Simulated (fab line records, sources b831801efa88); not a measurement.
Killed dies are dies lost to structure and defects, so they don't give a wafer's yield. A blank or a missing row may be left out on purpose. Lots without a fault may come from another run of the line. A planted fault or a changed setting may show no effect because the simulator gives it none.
fab line records | flow sky130
record lots=12 wafers=36 last_day=50
route steps=708 shown LDD_HVP@287 POLY_CUT@318 SD_P@327 PAD_OPEN@708
lots that met no fault: from a run of the same line without faults
start_h: hours from the record's first day to the start of the lot's first wafer shown | wait_h: hours since the lot's step before | " the same as in the row above | L1.1+2: a row that stands for several wafers | - no value, or no start given | * or withheld: withheld | < > ~ a bound
route shown NAME@n: a module of which the file shows steps, and the number in the route of the first | usual: mean/standard deviation of fault-free wafers | same: alike in all rows | chamber/n: place in a boat | sites: the reading at each site | _std_site: their standard deviation | _edge_site: outer sites' mean less inner sites' | radius_mm: how far each site lies from the wafer's centre | mask NAME#n: copy n | behind: the tool/chamber that last shaped the wafer | hold: why the lot was held/for how many hours/how that ended | device: the transistor (n, p or np) that didn't switch | end of line: the same wafers' tests at the end of the route | a step without rows: its recipe alone | killed: dies lost to structure and defects at the first sort, not the wafer's yield | map: a wafer's dies, x killed, . not, _ none there
set.NAME: the setting as run; set.NAME@STEP: as run at that earlier step | model.NAME: the simulator's own value behind a step, which no gauge read
steps of the route over a sample of lots; a table a step, a row a wafer
services: from which hour (start_h, from the record's first day; less than 0 if before it) a tool's chamber was out of use, for how many hours, and why
## steps
# step SKY_LDD_HVP_STRIP_09
# recipe chemistry=O2/N2 power_w=1400 pressure_mtorr=1500 platen_temp_c=withheld o2_flow_sccm=3000 n2_flow_sccm=300 overash_fraction=0.5
# usual chamber_pressure_mTorr=1500.1/1.4 drypump_motor_current_A=6.1/0.4 oes_product_au=0.409/0.0045 strip_time_to_endpoint_s=4.143/0.016
# columns lot.wafer tool chamber start_h wait_h chamber_pressure_mTorr drypump_motor_current_A oes_product_au rf_hours_counter_h strip_time_to_endpoint_s
L877.1 plasma_asher-01 1 499.73 0.1 1498.6 6.7 0.407 83 4.124
L877.3 " 0 " " 1500.6 6.1 0.404 - 4.157
L877.5 " 0 " " 1498.6 6.1 0.406 - 4.137
L883.1 plasma_asher-02 0 547.25 0.1 1501.3 5.8 0.410 10 4.152
L883.2 " 1 " " 1503.5 6.1 0.407 10 4.158
L883.3 " 0 " " 1501.7 5.8 0.407 - 4.146
L884.2 plasma_asher-04 0 560.24 0.1 1500.2 6.0 0.413 67 4.149
L884.4 " 0 " " 1499.6 6.0 0.410 - 4.143
L884.6 " 0 " " 1499.4 6.0 0.417 - 4.132
L885.2 plasma_asher-04 0 561.60 0.1 1500.5 6.0 0.410 67 4.160
L885.3 " 1 " " 1499.1 5.3 0.416 - 4.178
L885.4 " 0 " " 1500.7 6.0 0.411 - 4.167
L887.2 plasma_asher-02 1 592.64 0.1 1502.0 6.1 0.412 14 4.132
L887.5 " 1 " " 1502.6 6.1 0.410 - 4.108
L887.6 " 0 " " 1498.7 5.8 0.407 - 4.140
L891.2 plasma_asher-02 0 623.45 0.1 1501.1 5.8 0.416 17 4.161
L891.4 " 0 " " 1498.9 5.8 0.414 - 4.163
L891.5 " 0 " " 1501.3 5.8 0.405 - 4.142
L892.1 plasma_asher-02 0 626.98 0.1 1499.2 5.8 0.412 18 4.134
L892.2 " 1 " " 1499.6 6.1 0.414 18 4.135
L892.4 " 0 " " 1499.1 5.8 0.402 - 4.148
L895.1 plasma_asher-01 1 662.69 0.1 1500.0 6.7 0.409 103 4.164
L895.4 " 0 " " 1499.2 6.1 0.413 - 4.164
L895.5 " 0 " " 1501.3 6.1 0.406 - 4.161
L897.2 plasma_asher-01 0 664.18 0.1 1499.7 6.1 0.403 103 4.154
L897.3 " 1 " " 1499.1 6.7 0.402 - 4.154
L897.6 " 0 " " 1500.5 6.1 0.411 - 4.136
L898.1 plasma_asher-02 0 667.34 0.1 1501.2 5.8 0.413 22 4.160
L898.3 " 1 " " 1498.9 6.0 0.405 - 4.150
L898.5 " 0 " " 1498.5 5.8 0.412 - 4.146
L899.2 plasma_asher-02 1 680.78 0.1 1500.3 6.1 0.411 23 4.128
L899.3 " 0 " " 1500.3 5.8 0.402 - 4.114
L899.5 " 1 " " 1500.0 6.1 0.416 - 4.135
L900.1 plasma_asher-02 0 686.69 0.1 1499.8 5.8 0.409 24 4.135
L900.2 " 1 " " 1500.2 6.1 0.409 24 4.138
L900.3 " 1 " " 1496.9 6.1 0.409 - 4.149
# step SKY_LDD_HVP_TW_MEAS_10
# usual LDD_HVP_TW=453/3.5
# columns lot.wafer tool chamber start_h wait_h LDD_HVP_TW
L877.1 film_metro-02 - 499.83 0.1 452
L877.3 " - " " 452
L877.5 " - " " 453
L883.1 film_metro-03 - 547.35 0.1 458
L883.2 " - " " 458
L883.3 " - " " 460
L884.2 film_metro-01 - 560.35 0.1 453
L884.4 " - " " 453
L884.6 " - " " 450
L885.2 film_metro-03 - 561.71 0.1 454
L885.3 " - " " 451
L885.4 " - " " 455
L887.2 film_metro-02 - 592.75 0.1 451
L887.5 " - " " 451
L887.6 " - " " 452
L891.2 film_metro-03 - 623.56 0.1 457
L891.4 " - " " 456
L891.5 " - " " 456
L892.1 film_metro-01 - 627.08 0.1 446
L892.2 " - " " 449
L892.4 " - " " 448
L895.1 film_metro-02 - 662.79 0.1 449
L895.4 " - " " 451
L895.5 " - " " 452
L897.2 film_metro-02 - 664.29 0.1 451
L897.3 " - " " 450
L897.6 " - " " 450
L898.1 film_metro-02 - 667.44 0.1 452
L898.3 " - " " 450
L898.5 " - " " 451
L899.2 film_metro-01 - 680.89 0.1 452
L899.3 " - " " 451
L899.5 " - " " 453
L900.1 film_metro-01 - 686.79 0.1 452
L900.2 " - " " 452
L900.3 " - " " 451
# step SKY_POLY_CUT_ETCH_11
# recipe target=Si3N4 chemistry=CF4/CH2F2/Ar stop_on=poly-Si source_w=600 bias_w=150 pressure_mtorr=40 cf4_flow_sccm=40 ch2f2_flow_sccm=20 Ar_flow_sccm=150 time_s=42.5 target_depth_a=600
# usual bias_w=150.1/0.47 cf4_flow_sccm=39.98/0.12 chamber_pressure_mTorr=40.00/0.039 drypump_motor_current_A=5.6/0.43 oes_product_au=0.833/0.006 throttle_valve_pct=14.995/0.0087 time_s=42.5/0
# columns lot.wafer tool chamber start_h wait_h bias_w cf4_flow_sccm chamber_pressure_mTorr drypump_motor_current_A oes_product_au rf_hours_counter_h throttle_valve_pct time_s
L877.1 rie_diel-04 1 565.20 0.0 150.1 39.96 39.95 6.0 0.834 1 14.995 42.5
L877.3 " 3 " " 149.8 39.83 40.00 5.4 0.824 10 15.002 42.5
L877.5 " 3 " " 149.9 39.94 39.99 5.4 0.822 - 15.000 42.5
L883.1 rie_diel-03 3 607.50 0.0 150.1 40.01 39.94 5.4 0.835 14 15.004 42.5
L883.2 " 0 " " 150.4 39.94 40.04 6.0 0.840 2 14.988 42.5
L883.3 " 2 " " 150.2 40.05 39.95 6.4 0.836 11 14.997 42.5
L884.2 rie_diel-04 2 621.64 0.0 149.6 39.85 39.98 5.7 0.841 9 14.996 42.5
L884.4 " 3 " " 149.1 40.13 40.05 5.3 0.835 11 15.010 42.5
L884.6 " 0 " " 150.0 39.89 40.06 5.0 0.836 - 14.979 42.5
L885.2 rie_diel-04 3 623.80 0.0 150.0 39.96 39.97 5.4 0.834 11 15.001 42.5
L885.3 " 2 " " 149.8 39.84 39.99 5.7 0.838 9 15.001 42.5
L885.4 " 1 " " 151.2 39.98 40.04 6.0 0.838 2 15.008 42.5
L887.2 rie_diel-04 3 653.04 0.0 150.4 39.95 40.03 5.4 0.821 11 15.009 42.5
L887.5 " 3 " " 149.6 39.98 40.07 5.4 0.823 - 14.997 42.5
L887.6 " 0 " " 149.7 40.14 40.01 4.9 0.830 - 14.980 42.5
L891.2 rie_diel-02 2 683.85 0.0 - - - - - - - -
L891.4 " 1 " " - - - - - - - -
L891.5 " 3 " " - - - - - - - -
L892.1 rie_diel-04 0 686.05 0.0 - - - - - - - -
L892.2 " 3 " " - - - - - - - -
L892.4 " 1 " " - - - - - - - -
L895.1 rie_diel-04 3 721.54 0.0 150.1 39.99 39.98 5.4 0.827 13 15.012 42.5
L895.4 " 2 " " 149.7 40.07 40.00 5.8 0.834 10 14.987 42.5
L895.5 " 1 " " 149.3 39.98 40.04 6.0 0.834 - 15.001 42.5
L897.2 rie_diel-02 2 722.50 0.0 151.0 40.06 40.02 6.1 0.832 18 14.986 42.5
L897.3 " 3 " " 150.4 39.97 39.96 5.2 0.820 3 14.997 42.5
L897.6 " 3 " " 150.3 40.04 39.97 5.2 0.822 - 14.987 42.5
L898.1 rie_diel-02 2 725.80 0.0 150.0 39.99 39.96 6.1 0.831 18 14.981 42.5
L898.3 " 1 " " 149.2 39.97 40.02 5.4 0.829 21 14.988 42.5
L898.5 " 1 " " 149.5 39.96 39.98 5.4 0.833 - 14.997 42.5
L899.2 rie_diel-04 1 739.34 0.0 149.9 39.98 40.02 6.0 0.825 4 14.986 42.5
L899.3 " 2 " " 150.7 39.94 39.94 5.7 0.828 10 14.986 42.5
L899.5 " 0 " " 149.9 39.87 40.02 5.0 0.825 - 15.000 42.5
L900.1 rie_diel-02 1 745.54 0.0 149.9 40.08 40.03 5.4 0.828 21 14.982 42.5
L900.2 " 3 " " 150.9 40.01 39.97 5.2 0.827 4 15.015 42.5
L900.3 " 2 " " 149.8 39.94 39.98 6.1 0.834 18 14.998 42.5
# step SKY_SD_P_CD_MEAS_07
# recipe target_cd_nm=380
# usual cd_nm=381.2/2.4
# columns lot.wafer tool chamber start_h wait_h cd_nm
L877.1 cd_sem-02 - 595.25 0.1 383.7
L877.3 " - " " 382.7
L877.5 " - " " 383.5
L883.1 cd_sem-01 - 636.10 0.1 379.5
L883.2 " - " " 378.2
L883.3 " - " " 379.1
L884.2 cd_sem-02 - 650.28 0.1 383.2
L884.4 " - " " 385.5
L884.6 " - " " 384.5
L885.2 cd_sem-01 - 652.87 0.1 381.1
L885.3 " - " " 382.4
L885.4 " - " " 381.6
L887.2 cd_sem-02 - 681.47 0.1 382.2
L887.5 " - " " 381.6
L887.6 " - " " 382.3
L895.1 cd_sem-02 - 748.75 0.1 384.0
L895.4 " - " " 383.2
L895.5 " - " " 384.4
L897.2 cd_sem-01 - 749.07 0.1 379.9
L897.3 " - " " 380.6
L897.6 " - " " 382.7
L898.1 cd_sem-02 - 752.85 0.1 381.6
L898.3 " - " " 381.8
L898.5 " - " " 381.7
L899.2 cd_sem-01 - 763.88 0.1 382.7
L899.3 " - " " 381.1
L899.5 " - " " 380.3
L900.1 cd_sem-02 - 770.95 0.1 375.7
L900.2 " - " " 373.2
L900.3 " - " " 375.3
# step SKY_PAD_OPEN_PROBE_99
# usual killed_at_M0_to_M3=43/6.8 killed_at_M4_up=3.2/1.7 killed_at_contacts=24/5.7 killed_at_front_end=16/4.3 killed_at_other=0.3/0.56 killed_dies=86/9.5 killed_on_rim=16/3.6 killed_open=47/6.9 killed_short=39/5.8
# same gross_dies=492 killed_at_back_side=0
# columns lot.wafer tool chamber start_h wait_h hold killed_at_M0_to_M3 killed_at_M4_up killed_at_contacts killed_at_front_end killed_at_other killed_dies killed_on_rim killed_open killed_short
L877.1 prober-02 - 1078.41 0.1 - 49 3 22 17 0 91 17 54 37
L877.3 prober-02 - 1078.51 0.2 - 34 3 29 23 0 89 23 47 42
L877.5 prober-02 - 1078.61 0.2 - 41 5 34 20 0 100 14 65 35
L883.1 prober-01 - 1110.23 0.1 - 34 2 13 13 1 63 16 33 30
L883.2 prober-01 - 1110.28 0.1 - 35 4 25 17 0 81 15 38 42
L883.3 prober-01 - 1110.33 0.2 - 40 5 20 12 1 78 15 36 42
L884.2 prober-01 - 1117.36 0.1 - 40 4 26 14 0 84 17 50 31
L884.4 prober-01 - 1117.46 0.2 - 34 5 32 17 0 88 14 52 36
L884.6 prober-01 - 1117.56 0.2 - 43 2 27 21 0 93 17 44 48
L885.2 prober-02 - 1120.97 0.1 - 47 6 26 8 0 87 17 46 41
L885.3 prober-02 - 1121.02 0.2 - 43 3 32 15 0 93 17 51 42
L885.4 prober-02 - 1121.07 0.2 - 49 3 15 19 0 86 15 46 40
L887.2 prober-02 - 1138.22 0.1 - 45 3 24 12 1 85 13 42 42
L887.5 prober-02 - 1138.37 0.2 - 28 3 16 21 0 68 12 35 32
L887.6 prober-02 - 1138.42 0.2 - 43 1 26 22 0 92 17 49 41
L891.2 prober-02 - 1158.72 0.1 await_dispo/4.1h/scrap 44 2 19 426 1 492 96 44 33
L891.4 prober-02 - 1158.82 0.2 await_dispo/4.1h/scrap 46 3 18 425 0 492 96 43 37
L891.5 prober-02 - 1158.87 0.2 await_dispo/4.1h/scrap 44 4 31 413 0 492 96 55 41
L892.1 prober-01 - 1162.36 0.1 await_dispo/3.2h/scrap 40 4 19 429 0 492 96 42 42
L892.2 prober-01 - 1162.41 0.1 await_dispo/3.2h/scrap 37 5 18 432 0 492 96 36 37
L892.4 prober-01 - 1162.51 0.2 await_dispo/3.2h/scrap 37 4 24 427 0 492 96 34 47
L895.1 prober-02 - 1185.27 0.1 - 44 5 30 16 1 96 21 56 39
L895.4 prober-02 - 1185.42 0.2 - 39 4 28 19 0 90 20 46 43
L895.5 prober-02 - 1185.47 0.2 - 33 1 23 20 0 77 17 48 29
L897.2 prober-01 - 1186.88 0.1 - 28 1 19 12 2 62 15 31 30
L897.3 prober-01 - 1186.93 0.2 - 37 3 23 13 0 76 19 42 34
L897.6 prober-01 - 1187.08 0.2 - 43 2 22 12 0 79 15 44 35
L898.1 prober-02 - 1188.52 0.1 - 42 2 27 15 1 87 20 42 45
L898.3 prober-02 - 1188.62 0.2 - 44 3 23 12 0 82 11 49 33
L898.5 prober-02 - 1188.72 0.2 - 50 2 26 14 0 92 15 48 44
L899.2 prober-01 - 1194.91 0.1 - 30 2 20 18 1 71 15 42 29
L899.3 prober-01 - 1194.96 0.2 - 43 1 32 24 1 101 22 58 41
L899.5 prober-01 - 1195.06 0.2 - 41 5 26 15 2 89 20 38 49
L900.1 prober-01 - 1198.59 0.1 - 38 6 16 13 1 74 12 40 34
L900.2 prober-01 - 1198.64 0.1 - 49 2 23 20 0 94 18 61 33
L900.3 prober-01 - 1198.69 0.2 - 45 1 21 15 0 82 15 43 38
# killed by level:class
L877.1 VIA1:geometric_particle:open=17 VIA3:geometric_particle:open=11 CONTACT:geometric_particle:open=8 FIELD_ISO:geometric_particle:short=6 VIA2:geometric_particle:open=6 LOCAL_INTERCONNECT:geometric_particle:short=5 POLY_GATE:geometric_particle:short=4 CONTACT:geometric_particle:short=4
L877.3 VIA3:geometric_particle:open=8 CONTACT:geometric_particle:open=7 FIELD_ISO:geometric_particle:open=7 LOCAL_INTERCONNECT:geometric_particle:short=7 CONTACT:geometric_particle:short=7 VIA1:geometric_particle:open=6 FIELD_ISO:geometric_particle:short=5 POLY_GATE:geometric_particle:open=5
L877.5 VIA1:geometric_particle:open=17 LI_CONTACT:geometric_particle:open=11 CONTACT:geometric_particle:open=10 FIELD_ISO:geometric_particle:open=7 LOCAL_INTERCONNECT:geometric_particle:short=6 VIA2:geometric_particle:open=6 CONTACT:geometric_particle:short=5 VIA3:geometric_particle:open=5
L883.1 VIA3:geometric_particle:open=9 VIA1:geometric_particle:open=5 METAL2:geometric_particle:short=5 POLY_GATE:geometric_particle:short=4 LI_CONTACT:geometric_particle:open=4 VIA2:geometric_particle:open=4 LOCAL_INTERCONNECT:geometric_particle:short=3 CONTACT:geometric_particle:open=3
L883.2 METAL1:geometric_particle:short=10 LI_CONTACT:geometric_particle:open=8 CONTACT:geometric_particle:open=7 VIA2:geometric_particle:open=7 POLY_GATE:geometric_particle:short=5 CONTACT:geometric_particle:short=5 VIA1:geometric_particle:open=5 VIA3:geometric_particle:open=5
L883.3 LI_CONTACT:geometric_particle:open=7 CONTACT:geometric_particle:short=7 VIA1:geometric_particle:open=7 VIA1:geometric_particle:short=6 METAL2:geometric_particle:short=6 CONTACT:geometric_particle:open=4 METAL1:geometric_particle:short=4 VIA2:geometric_particle:short=4
L884.2 LI_CONTACT:geometric_particle:open=11 VIA1:geometric_particle:open=11 CONTACT:geometric_particle:open=7 VIA3:geometric_particle:open=6 POLY_GATE:geometric_particle:short=5 METAL1:geometric_particle:short=5 VIA2:geometric_particle:open=5 METAL4:geometric_particle:short=4
L884.4 CONTACT:geometric_particle:open=17 VIA1:geometric_particle:open=10 FIELD_ISO:geometric_particle:open=6 VIA3:geometric_particle:open=6 LOCAL_INTERCONNECT:geometric_particle:short=5 FIELD_ISO:geometric_particle:short=4 POLY_GATE:geometric_particle:short=4 LI_CONTACT:geometric_particle:open=4
L884.6 LI_CONTACT:geometric_particle:open=10 VIA1:geometric_particle:open=9 METAL1:geometric_particle:short=7 CONTACT:geometric_particle:short=7 LOCAL_INTERCONNECT:geometric_particle:short=5 VIA3:geometric_particle:open=5 FIELD_ISO:geometric_particle:short=4 FIELD_ISO:geometric_particle:open=4
L885.2 CONTACT:geometric_particle:open=12 VIA2:geometric_particle:short=9 VIA1:geometric_particle:open=8 CONTACT:geometric_particle:short=5 LI_CONTACT:geometric_particle:open=5 VIA1:geometric_particle:short=5 VIA2:geometric_particle:open=5 VIA3:geometric_particle:open=5
L885.3 VIA1:geometric_particle:open=12 CONTACT:geometric_particle:open=12 LI_CONTACT:geometric_particle:open=10 FIELD_ISO:geometric_particle:short=5 VIA3:geometric_particle:open=5 VIA2:geometric_particle:open=5 LI_CONTACT:geometric_particle:short=4 VIA1:geometric_particle:short=4
L885.4 VIA1:geometric_particle:open=17 VIA1:geometric_particle:short=9 METAL2:geometric_particle:short=7 FIELD_ISO:geometric_particle:short=6 LI_CONTACT:geometric_particle:open=6 METAL1:geometric_particle:short=5 CONTACT:geometric_particle:open=4 FIELD_ISO:geometric_particle:open=3
L887.2 LI_CONTACT:geometric_particle:open=10 VIA3:geometric_particle:open=8 VIA1:geometric_particle:open=8 CONTACT:geometric_particle:short=7 VIA1:geometric_particle:short=7 METAL1:geometric_particle:short=6 FIELD_ISO:geometric_particle:short=4 VIA2:geometric_particle:short=4
L887.5 FIELD_ISO:geometric_particle:short=7 CONTACT:geometric_particle:open=7 SPACER:geometric_particle:open=6 VIA1:geometric_particle:open=6 VIA3:geometric_particle:open=5 POLY_GATE:geometric_particle:open=4 LOCAL_INTERCONNECT:geometric_particle:short=4 METAL2:geometric_particle:short=4
L887.6 CONTACT:geometric_particle:open=11 FIELD_ISO:geometric_particle:short=9 VIA2:geometric_particle:open=8 VIA1:geometric_particle:open=7 VIA3:geometric_particle:open=6 SPACER:geometric_particle:open=5 LI_CONTACT:geometric_particle:short=5 VIA2:geometric_particle:short=5
L891.2 POLY_CUT:area_etch=414 CONTACT:geometric_particle:open=10 VIA1:geometric_particle:open=9 VIA2:geometric_particle:open=7 VIA3:geometric_particle:open=7 VIA1:geometric_particle:short=6 FIELD_ISO:geometric_particle:open=3 POLY_GATE:geometric_particle:short=3
L891.4 POLY_CUT:area_etch=412 VIA1:geometric_particle:open=17 FIELD_ISO:geometric_particle:open=6 VIA1:geometric_particle:short=6 LI_CONTACT:geometric_particle:open=5 LOCAL_INTERCONNECT:geometric_particle:short=5 CONTACT:geometric_particle:short=5 METAL1:geometric_particle:short=5
L891.5 POLY_CUT:area_etch=395 CONTACT:geometric_particle:open=16 VIA1:geometric_particle:open=11 VIA1:geometric_particle:short=10 LI_CONTACT:geometric_particle:open=7 FIELD_ISO:geometric_particle:short=5 FIELD_ISO:geometric_particle:open=5 VIA2:geometric_particle:open=5
L892.1 POLY_CUT:area_etch=408 LI_CONTACT:geometric_particle:open=11 VIA2:geometric_particle:open=9 VIA1:geometric_particle:open=8 METAL2:geometric_particle:short=6 FIELD_ISO:geometric_particle:short=5 FIELD_ISO:geometric_particle:open=4 CONTACT:geometric_particle:short=4
L892.2 POLY_CUT:area_etch=419 VIA1:geometric_particle:open=9 METAL1:geometric_particle:short=8 CONTACT:geometric_particle:open=6 FIELD_ISO:geometric_particle:open=5 CONTACT:geometric_particle:short=5 METAL3:geometric_particle:open=4 VIA1:geometric_particle:short=4
L892.4 POLY_CUT:area_etch=411 CONTACT:geometric_particle:open=7 VIA1:geometric_particle:short=7 CONTACT:geometric_particle:short=6 VIA1:geometric_particle:open=6 LI_CONTACT:geometric_particle:short=5 LI_CONTACT:geometric_particle:open=5 METAL2:geometric_particle:short=5
L895.1 CONTACT:geometric_particle:open=14 VIA1:geometric_particle:open=13 VIA2:geometric_particle:open=6 FIELD_ISO:geometric_particle:short=5 METAL1:geometric_particle:short=5 LOCAL_INTERCONNECT:geometric_particle:short=5 LI_CONTACT:geometric_particle:open=5 VIA3:geometric_particle:short=5
L895.4 CONTACT:geometric_particle:open=8 LI_CONTACT:geometric_particle:open=8 METAL1:geometric_particle:short=8 CONTACT:geometric_particle:short=7 FIELD_ISO:geometric_particle:short=6 VIA2:geometric_particle:open=6 VIA3:geometric_particle:open=5 METAL2:geometric_particle:short=5
L895.5 VIA3:geometric_particle:open=10 LI_CONTACT:geometric_particle:open=7 POLY_GATE:geometric_particle:open=6 CONTACT:geometric_particle:open=6 FIELD_ISO:geometric_particle:short=5 FIELD_ISO:geometric_particle:open=5 METAL2:geometric_particle:short=5 VIA1:geometric_particle:open=5
L897.2 LI_CONTACT:geometric_particle:open=6 CONTACT:geometric_particle:short=6 VIA1:geometric_particle:open=5 POLY_GATE:geometric_particle:open=4 METAL2:geometric_particle:short=4 VIA3:geometric_particle:open=4 FIELD_ISO:geometric_particle:open=3 METAL3:geometric_particle:short=3
L897.3 VIA1:geometric_particle:open=8 VIA2:geometric_particle:open=7 LI_CONTACT:geometric_particle:open=7 METAL2:geometric_particle:short=5 CONTACT:geometric_particle:open=5 FIELD_ISO:geometric_particle:short=4 METAL1:geometric_particle:short=3 POLY_GATE:geometric_particle:short=3
L897.6 CONTACT:geometric_particle:open=8 METAL2:geometric_particle:short=8 VIA1:geometric_particle:open=6 LI_CONTACT:geometric_particle:open=6 POLY_GATE:geometric_particle:open=5 VIA1:geometric_particle:short=5 VIA2:geometric_particle:open=5 VIA3:geometric_particle:open=5
L898.1 VIA3:geometric_particle:open=12 LI_CONTACT:geometric_particle:open=9 METAL2:geometric_particle:short=7 CONTACT:geometric_particle:open=7 METAL1:geometric_particle:short=6 VIA1:geometric_particle:open=6 FIELD_ISO:geometric_particle:short=4 POLY_GATE:geometric_particle:short=4
L898.3 VIA1:geometric_particle:open=14 VIA3:geometric_particle:open=9 CONTACT:geometric_particle:open=8 FIELD_ISO:geometric_particle:short=7 LI_CONTACT:geometric_particle:open=6 CONTACT:geometric_particle:short=5 VIA2:geometric_particle:open=5 VIA2:geometric_particle:short=4
L898.5 VIA3:geometric_particle:open=10 VIA1:geometric_particle:open=9 CONTACT:geometric_particle:open=8 VIA2:geometric_particle:open=8 VIA1:geometric_particle:short=7 CONTACT:geometric_particle:short=5 LOCAL_INTERCONNECT:geometric_particle:short=5 METAL1:geometric_particle:short=5
L899.2 LI_CONTACT:geometric_particle:open=11 FIELD_ISO:geometric_particle:open=9 VIA2:geometric_particle:open=5 VIA1:geometric_particle:open=5 METAL3:geometric_particle:short=4 VIA1:geometric_particle:short=4 METAL2:geometric_particle:short=4 CONTACT:geometric_particle:short=4
L899.3 CONTACT:geometric_particle:open=14 VIA1:geometric_particle:open=14 LI_CONTACT:geometric_particle:open=8 FIELD_ISO:geometric_particle:short=7 CONTACT:geometric_particle:short=7 VIA2:geometric_particle:open=7 FIELD_ISO:geometric_particle:open=6 VIA1:geometric_particle:short=6
L899.5 CONTACT:geometric_particle:open=9 VIA1:geometric_particle:open=9 METAL1:geometric_particle:short=8 VIA3:geometric_particle:open=6 METAL2:geometric_particle:short=6 CONTACT:geometric_particle:short=6 LI_CONTACT:geometric_particle:open=5 LOCAL_INTERCONNECT:geometric_particle:short=4
L900.1 VIA1:geometric_particle:open=9 LI_CONTACT:geometric_particle:open=7 VIA2:geometric_particle:open=7 METAL4:geometric_particle:short=5 CONTACT:geometric_particle:open=4 VIA3:geometric_particle:open=4 POLY_CUT:geometric_particle:short=3 POLY_GATE:geometric_particle:open=3
L900.2 CONTACT:geometric_particle:open=11 VIA2:geometric_particle:open=10 VIA1:geometric_particle:open=9 POLY_GATE:geometric_particle:open=7 VIA3:geometric_particle:open=6 LI_CONTACT:geometric_particle:open=5 VIA1:geometric_particle:short=5 METAL2:geometric_particle:short=5
L900.3 VIA1:geometric_particle:open=14 VIA3:geometric_particle:open=9 FIELD_ISO:geometric_particle:short=8 CONTACT:geometric_particle:open=6 VIA2:geometric_particle:short=5 LOCAL_INTERCONNECT:geometric_particle:short=4 METAL1:geometric_particle:short=4 LI_CONTACT:geometric_particle:open=4
## services
# columns tool chamber start_h hours kind
plasma_asher-04 - 496.65 56.4 repair
rie_diel-02 0 504.07 - clean
rie_diel-02 0 504.07 14.3 scheduled_down
rie_diel-02 0 504.07 14.3 vent_cycle
plasma_asher-02 - 504.65 0.3 repair
plasma_asher-02 - 517.86 25.1 repair
rie_diel-02 3 518.36 - clean
rie_diel-02 3 518.36 23.2 scheduled_down
rie_diel-02 3 518.36 23.2 vent_cycle
rie_diel-02 3 544.06 13.6 repair
rie_diel-03 1 553.15 2.5 repair
rie_diel-02 3 615.49 12.8 repair
rie_diel-03 0 623.10 2.2 repair
plasma_asher-04 - 629.48 9.2 pm
rie_diel-02 3 636.02 2.0 repair
rie_diel-02 0 638.43 12.6 repair
plasma_asher-04 - 659.49 3.7 repair
rie_diel-04 2 692.67 9.4 repair
rie_diel-02 - 718.04 2.6 repair
rie_diel-04 - 729.41 0.3 repair
rie_diel-02 - 731.35 2.8 pm
plasma_asher-01 - 733.75 9.0 pm
plasma_asher-01 0 733.75 9.0 vent_cycle
plasma_asher-01 - 742.75 2.8 pm
## key
first_sign step=SKY_POLY_CUT_ETCH_11 reading=tool_record direction=missing
effect step=SKY_PAD_OPEN_PROBE_99 reading=killed_at_front_end direction=up sigmas=96 usual=16 struck=425
more_kills_born_at SKY_POLY_CUT_ETCH_11@rie_diel-04=1238 SKY_POLY_CUT_ETCH_11@rie_diel-02=1221
met_at SKY_POLY_CUT_ETCH_11
struck_lots L891,L892
later_rows_left_out L891.2,L891.4,L891.5,L892.1,L892.2,L892.4
tester_left_out L891,L892
not_acting_at SKY_LDD_HVP_STRIP_09,SKY_LDD_HVP_TW_MEAS_10,SKY_SD_P_CD_MEAS_07
onset_between 653.04 683.85
fault kind=skipped_step_whole tool=rie_diel-02,rie_diel-04 chamber=- onset_h=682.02 steps=SKY_POLY_CUT_ETCH_11 scope=struck_lots_only
# tester_left_out: of these lots the tester's yield and bins aren't shown, on N5 and GAA mostly nor the transistor test; their killed dies are dies lost to structure and defects alone, not to doping, threshold or leakage, so they don't give the yield
# later_rows_left_out: the simulator's readings of these wafers behind a module that went badly wrong aren't trusted and aren't shown, but for the sort
